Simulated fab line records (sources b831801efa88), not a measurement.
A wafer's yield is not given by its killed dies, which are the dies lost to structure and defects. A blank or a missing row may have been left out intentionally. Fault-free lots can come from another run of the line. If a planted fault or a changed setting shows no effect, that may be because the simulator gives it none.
Chamber matching :: flow sky130 :: SKY_LI_CONTACT_CMP_24 on cmp-02 has 4 sister chambers
The step polishes, stops on PSG, t overpolish 20 s, target thk 0 nm. 8 wafers are shown with their chamber, then 6 later ones without.

WAFERS, EACH WITH ITS CHAMBER
wafer: L767.1
chamber: 3
motor-current-A (A): 9.4
time-to-endpoint-s (s): 100

wafer: L766.4
chamber: 2
motor-current-A (A): 10.4
time-to-endpoint-s (s): 95

wafer: L766.5
chamber: 1
motor-current-A (A): 13.1
time-to-endpoint-s (s): 96

wafer: L771.2
chamber: 0
motor-current-A (A): 11.6
time-to-endpoint-s (s): 91

wafer: L771.3
chamber: 3
motor-current-A (A): 9.5
time-to-endpoint-s (s): 97

wafer: L774.1
chamber: 0
motor-current-A (A): 12.7
time-to-endpoint-s (s): 97

wafer: L774.2
chamber: 1
motor-current-A (A): 13.1
time-to-endpoint-s (s): 92

wafer: L774.3
chamber: 2
motor-current-A (A): 9.9
time-to-endpoint-s (s): 96

WAFERS MISSING THEIR CHAMBER
wafer: L775.1
motor-current-A (A): 12.8
time-to-endpoint-s (s): 95

wafer: L775.3
motor-current-A (A): 9.1
time-to-endpoint-s (s): 99

wafer: L775.6
motor-current-A (A): 12.5
time-to-endpoint-s (s): 93

wafer: L784.2
motor-current-A (A): 13.1
time-to-endpoint-s (s): 91

wafer: L784.3
motor-current-A (A): 9.4
time-to-endpoint-s (s): 93

wafer: L784.5
motor-current-A (A): 10.0
time-to-endpoint-s (s): 88

EACH ONE'S CHAMBER
wafer: L775.1
from the rows above: can't be placed: 1 or 0
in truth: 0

wafer: L775.3
from the rows above: can't be placed: 3 or 2
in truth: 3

wafer: L775.6
from the rows above: can't be placed: 0 or 1
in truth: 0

wafer: L784.2
from the rows above: can't be placed: 1 or 0
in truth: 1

wafer: L784.3
from the rows above: can't be placed: 2 or 3
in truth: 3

wafer: L784.5
from the rows above: can't be placed: 2 or 3
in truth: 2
Correctly placed: 0 of 6. These rows do not allow placing 6 (true chamber among the candidates in 6). 0 placed wrongly.
How it was worked out, from the rows above alone: a wafer's distance from a chamber is the root of the sum, over the readings, of the square of ((its reading less the chamber's mean) divided by the reading's scatter). The wafer belongs to the nearest chamber; if the next one is less than 2 further off, it can't be placed. Each chamber's mean is taken over the wafers shown for it. How the scatter is found: for the shown wafers, subtract from each reading the mean of its chamber, square and add these, divide the total by (wafers less chambers), then take the root.
